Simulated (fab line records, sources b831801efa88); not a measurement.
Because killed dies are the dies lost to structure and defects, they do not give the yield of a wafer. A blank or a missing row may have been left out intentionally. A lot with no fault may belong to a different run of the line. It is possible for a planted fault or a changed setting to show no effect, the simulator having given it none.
fab line records	flow gf180mcu	part 2 of 2: steps 32 to 43 of 43
record: lots: 5	wafers: 15	lastDay: 33
route steps=602 shown VT_IMPLANT@90
lots with no fault: from the same line, run without faults
startH: hours from the record's opening day to when the first of the lot's shown wafers began	waitH: hours elapsed since this lot's preceding step	" unchanged from the row above	L1.1+2: several wafers, shown together as one row	- no value, or no start was given	* or withheld: withheld	< > ~ a bound
route shown NAME@n: NAME is a module with steps in the file, n the number in the route of the first one	usual: the fault-free wafers' mean and standard deviation	same: alike in all rows	chamber/n: place in a boat	sites: per-site readings	_std_site: standard deviation across them	_edge_site: inner sites' mean taken away from outer sites' mean	radiusMm: for every site, how far away it sits from the centre of the wafer	mask NAME#n: copy n	behind: the last tool/chamber to shape the wafer	hold: why the lot was held/for how many hours/how that ended	device: the n, p or np transistor that did not switch	end of line: the tests these same wafers got at the end of their route	where a step has no rows: the recipe by itself	killed: the dies lost at the first sort to structure and to defects; this is not the yield of the wafer	map: the dies of a wafer, with x for killed, . for not killed, _ for no die there
set.NAME: the setting that was run; set.NAME@STEP: the one run at that earlier step	model.NAME: the simulator's own value behind a step, which no gauge read
certain route steps with their lots: each step a table, each wafer a row
services: from which hour (startH, from the record's first day; less than 0 if before it) a tool's chamber was out of use, for how many hours, and why
== steps ==
step: GF_VT_IMPLANT_STRIP_31
recipe: chemistry: O2/N2	powerW: 1400	pressureMtorr: 1500	platenTempC: 250	o2FlowSccm: 3000	n2FlowSccm: 300	overashFraction: 0.5
usual: drypumpMotorCurrentA: 5.8/0.42	heaterPowerW: 324/20	oesProductAu: 0.716/0.0043	stripTimeToEndpointS: 12.66/0.031
lot.wafer	tool	chamber	startH	waitH	drypumpMotorCurrentA	heaterPowerW	oesProductAu	rfHoursCounterH	stripTimeToEndpointS
L076.1	plasmaAsher-02	0	155.73	0.1	5.8	312	0.717	4	12.65
L076.2	"	1	"	"	6.4	337	0.718	4	12.70
L076.4	"	1	"	"	6.4	354	0.710	-	12.65
L081.3	plasmaAsher-04	0	193.37	0.1	5.2	304	0.722	-	12.70
L081.4	"	1	"	"	5.3	308	0.714	-	12.71
L081.6	"	0	"	"	5.2	311	0.718	-	12.72
L090.1	plasmaAsher-01	0	246.28	0.1	5.6	353	0.718	45	12.65
L090.2	"	1	"	"	6.1	307	0.715	45	12.70
L090.4	"	0	"	"	5.6	359	0.710	-	12.66
L092.3	plasmaAsher-01	1	259.80	0.1	6.1	316	0.709	-	12.67
L092.4	"	0	"	"	5.6	356	0.718	-	12.64
L092.5	"	0	"	"	5.6	341	0.722	-	12.67
L094.2	plasmaAsher-02	0	275.33	0.1	5.8	312	0.713	16	12.65
L094.3	"	1	"	"	6.4	349	0.717	-	12.62
L094.5	"	1	"	"	6.4	349	0.721	-	12.61
step: GF_VT_IMPLANT_TW_MEAS_32
usual: VT_IMPLANT_3_TW: 267/4.3
lot.wafer	tool	chamber	startH	waitH	VT_IMPLANT_3_TW
L076.1	filmMetro-01	-	155.83	0.1	262
L076.2	"	-	"	"	264
L076.4	"	-	"	"	263
L081.3	filmMetro-03	-	193.46	0.1	267
L081.4	"	-	"	"	269
L081.6	"	-	"	"	268
L090.1	filmMetro-04	-	246.38	0.1	273
L090.2	"	-	"	"	274
L090.4	"	-	"	"	274
L092.3	filmMetro-03	-	259.89	0.1	269
L092.4	"	-	"	"	267
L092.5	"	-	"	"	267
L094.2	filmMetro-01	-	275.44	0.1	263
L094.3	"	-	"	"	263
L094.5	"	-	"	"	261
step: GF_VT_IMPLANT_DEHYDRATE_33
recipe: tempC: 200	timeS: 60
lot.wafer	tool	chamber	startH	waitH
L076.1+2+4	lithoTrack-03	0	163.04	7.2
L081.3+4+6	lithoTrack-01	0	200.73	7.3
L090.1+2+4	lithoTrack-03	0	254.54	8.2
L092.3+4+5	lithoTrack-01	0	269.23	9.3
L094.2+3+5	lithoTrack-04	0	284.47	9.0
step: GF_VT_IMPLANT_HMDS_34
recipe: primeTimeS: 60	primeTempC: 120
lot.wafer	tool	chamber	startH	waitH
L076.1+2+4	lithoTrack-03	0	163.19	0.1
L081.3+4+6	lithoTrack-01	0	200.88	0.1
L090.1+2+4	lithoTrack-03	0	254.69	0.1
L092.3+4+5	lithoTrack-01	0	269.38	0.1
L094.2+3+5	lithoTrack-04	0	284.62	0.1
step: GF_VT_IMPLANT_COAT_35
recipe: resist: NOVOLAK	spinRpm: 3000	resistThkNm: 1000
lot.wafer	tool	chamber	startH	waitH
L076.1+2+4	lithoTrack-03	0	163.34	0.1
L081.3+4+6	lithoTrack-01	0	201.03	0.1
L090.1+2+4	lithoTrack-03	0	254.84	0.1
L092.3+4+5	lithoTrack-01	0	269.53	0.1
L094.2+3+5	lithoTrack-04	0	284.77	0.1
step: GF_VT_IMPLANT_SOFTBAKE_36
recipe: tempC: 90	timeS: 60	resist: NOVOLAK
lot.wafer	tool	chamber	startH	waitH
L076.1+2+4	lithoTrack-03	0	163.49	0.1
L081.3+4+6	lithoTrack-01	0	201.18	0.1
L090.1+2+4	lithoTrack-03	0	254.99	0.1
L092.3+4+5	lithoTrack-01	0	269.68	0.1
L094.2+3+5	lithoTrack-04	0	284.92	0.1
step: GF_VT_IMPLANT_EXPOSE_37
recipe: maskId: Nwell_HV_AREA	targetCdNm: 860	na: 0.6	sourceShape: conventional	sigmaOuter: 0.6	doseMj: 140
usual: exposureDoseMJCm2: 140.01/0.13
lot.wafer	tool	chamber	startH	waitH	mask	exposureDoseMJCm2
L076.1	ilineStepper-02	0	-	-	Nwell_HV_AREA#0	139.94
L076.2	"	0	"	"	Nwell_HV_AREA#0	139.83
L076.4	"	0	"	"	Nwell_HV_AREA#0	140.01
L081.3	ilineStepper-01	0	-	-	Nwell_HV_AREA#0	140.02
L081.4	"	0	"	"	Nwell_HV_AREA#0	139.99
L081.6	"	0	"	"	Nwell_HV_AREA#0	140.05
L090.1	ilineStepper-02	0	-	-	Nwell_HV_AREA#0	139.83
L090.2	"	0	"	"	Nwell_HV_AREA#0	139.91
L090.4	"	0	"	"	Nwell_HV_AREA#0	140.17
L092.3	ilineStepper-02	0	-	-	Nwell_HV_AREA#0	140.00
L092.4	"	0	"	"	Nwell_HV_AREA#0	140.04
L092.5	"	0	"	"	Nwell_HV_AREA#0	140.00
L094.2	ilineStepper-02	0	-	-	Nwell_HV_AREA#0	139.93
L094.3	"	0	"	"	Nwell_HV_AREA#0	139.87
L094.5	"	0	"	"	Nwell_HV_AREA#0	140.09
step: GF_VT_IMPLANT_PEB_38
recipe: tempC: withheld	timeS: *	resist: NOVOLAK
lot.wafer	tool	chamber	startH	waitH
L076.1+2+4	lithoTrack-01	0	-	-
L081.3+4+6	lithoTrack-03	0	-	-
L090.1+2+4	lithoTrack-01	0	-	-
L092.3+4+5	lithoTrack-04	0	-	-
L094.2+3+5	lithoTrack-01	0	-	-
step: GF_VT_IMPLANT_DEVELOP_39
recipe: developTimeS: 60	devTempC: 23
lot.wafer	tool	chamber	startH	waitH
L076.1+2+4	lithoTrack-01	0	171.18	0.1
L081.3+4+6	lithoTrack-03	0	209.94	0.1
L090.1+2+4	lithoTrack-01	0	264.48	0.1
L092.3+4+5	lithoTrack-04	0	279.15	0.1
L094.2+3+5	lithoTrack-01	0	295.16	0.1
step: GF_VT_IMPLANT_OVL_MEAS_40
usual: VT_IMPLANT_03_OVL: -1.0/1.3
lot.wafer	tool	chamber	startH	waitH	VT_IMPLANT_03_OVL[nm]
L076.1	overlay-01	-	171.33	0.1	-0.7
L076.2	"	-	"	"	-1.1
L076.4	"	-	"	"	-2.9
L081.3	overlay-01	-	210.05	0.1	-2.2
L081.4	"	-	"	"	-2.0
L081.6	"	-	"	"	-2.0
L090.1	overlay-01	-	264.63	0.1	0.7
L090.2	"	-	"	"	-2.1
L090.4	"	-	"	"	0.5
L092.3	overlay-01	-	279.26	0.1	-0.9
L092.4	"	-	"	"	1.8
L092.5	"	-	"	"	0.1
L094.2	overlay-01	-	295.29	0.1	-3.8
L094.3	"	-	"	"	-2.4
L094.5	"	-	"	"	-2.6
step: GF_VT_IMPLANT_IMPLANT_41
recipe: species: As	energyKev: 70	doseCm2: 1.013e+12	tiltDeg: 7
usual: beamOnS: 9.99/0.19
lot.wafer	tool	chamber	startH	waitH	beamOnS
L076.1	implanter-04	0	171.37	0.0	10.15
L076.2	"	0	"	"	9.98
L076.4	"	0	"	"	9.85
L081.3	implanter-02	0	210.13	0.1	10.14
L081.4	"	0	"	"	9.82
L081.6	"	0	"	"	10.06
L090.1	implanter-04	0	264.67	0.0	9.90
L090.2	"	0	"	"	9.90
L090.4	"	0	"	"	9.92
L092.3	implanter-02	0	279.33	0.1	9.74
L092.4	"	0	"	"	10.31
L092.5	"	0	"	"	10.08
L094.2	implanter-03	0	295.34	0.0	10.00
L094.3	"	0	"	"	10.07
L094.5	"	0	"	"	9.99
step: GF_VT_IMPLANT_STRIP_42
recipe: chemistry: O2/N2	powerW: 1400	pressureMtorr: 1500	platenTempC: 250	o2FlowSccm: 3000	n2FlowSccm: 300	overashFraction: 0.5
usual: drypumpMotorCurrentA: 5.8/0.37	heaterPowerW: 326/21	oesProductAu: 0.716/0.0046	stripTimeToEndpointS: 12.65/0.032
lot.wafer	tool	chamber	startH	waitH	drypumpMotorCurrentA	heaterPowerW	oesProductAu	rfHoursCounterH	stripTimeToEndpointS
L076.1	plasmaAsher-01	0	171.52	0.1	5.5	349	0.712	37	12.67
L076.2	"	1	"	"	6.1	314	0.716	37	12.64
L076.4	"	0	"	"	5.5	355	0.709	-	12.64
L081.3	plasmaAsher-02	1	210.26	0.1	6.3	349	0.708	-	12.64
L081.4	"	0	"	"	5.9	297	0.714	-	12.68
L081.6	"	1	"	"	6.4	344	0.705	-	12.64
L090.1	plasmaAsher-01	0	264.82	0.1	5.6	351	0.715	47	12.68
L090.2	"	1	"	"	6.1	312	0.713	47	12.69
L090.4	"	1	"	"	6.1	307	0.714	-	12.65
L092.3	plasmaAsher-01	0	279.47	0.1	5.5	348	0.716	-	12.68
L092.4	"	1	"	"	6.1	317	0.712	-	12.69
L092.5	"	1	"	"	6.1	306	0.716	-	12.70
L094.2	plasmaAsher-01	0	295.47	0.1	5.6	346	0.722	50	12.69
L094.3	"	0	"	"	5.6	337	0.719	-	12.64
L094.5	"	0	"	"	5.6	347	0.715	-	12.72
== services ==
tool	chamber	startH	hours	kind
plasmaAsher-01	-	103.53	2.9	repair
plasmaAsher-02	-	108.75	9.0	pm
plasmaAsher-02	0	108.75	9.0	ventCycle
plasmaAsher-02	1	108.75	9.0	ventCycle
plasmaAsher-02	0	117.75	-	clean
implanter-02	-	119.95	4.1	pm
plasmaAsher-01	-	154.77	2.8	pm
ilineStepper-02	-	168.37	1.7	pm
ilineStepper-01	-	171.85	1.7	pm
ilineStepper-02	-	173.55	2.1	pm
ilineStepper-01	-	178.23	14.5	repair
plasmaAsher-04	-	184.71	2.8	pm
implanter-04	-	191.90	2.9	repair
implanter-03	-	205.53	3.0	repair
implanter-03	-	208.94	1.1	repair
implanter-03	-	211.78	4.5	pm
implanter-03	-	216.48	1.9	repair
implanter-04	-	221.16	4.1	pm
ilineStepper-01	-	254.00	8.9	repair
implanter-04	-	258.37	4.0	repair
implanter-03	-	262.63	1.1	repair
ilineStepper-01	0	269.90	-	calibration
ilineStepper-01	-	280.26	6.8	repair
ilineStepper-01	-	281.68	1.4	repair
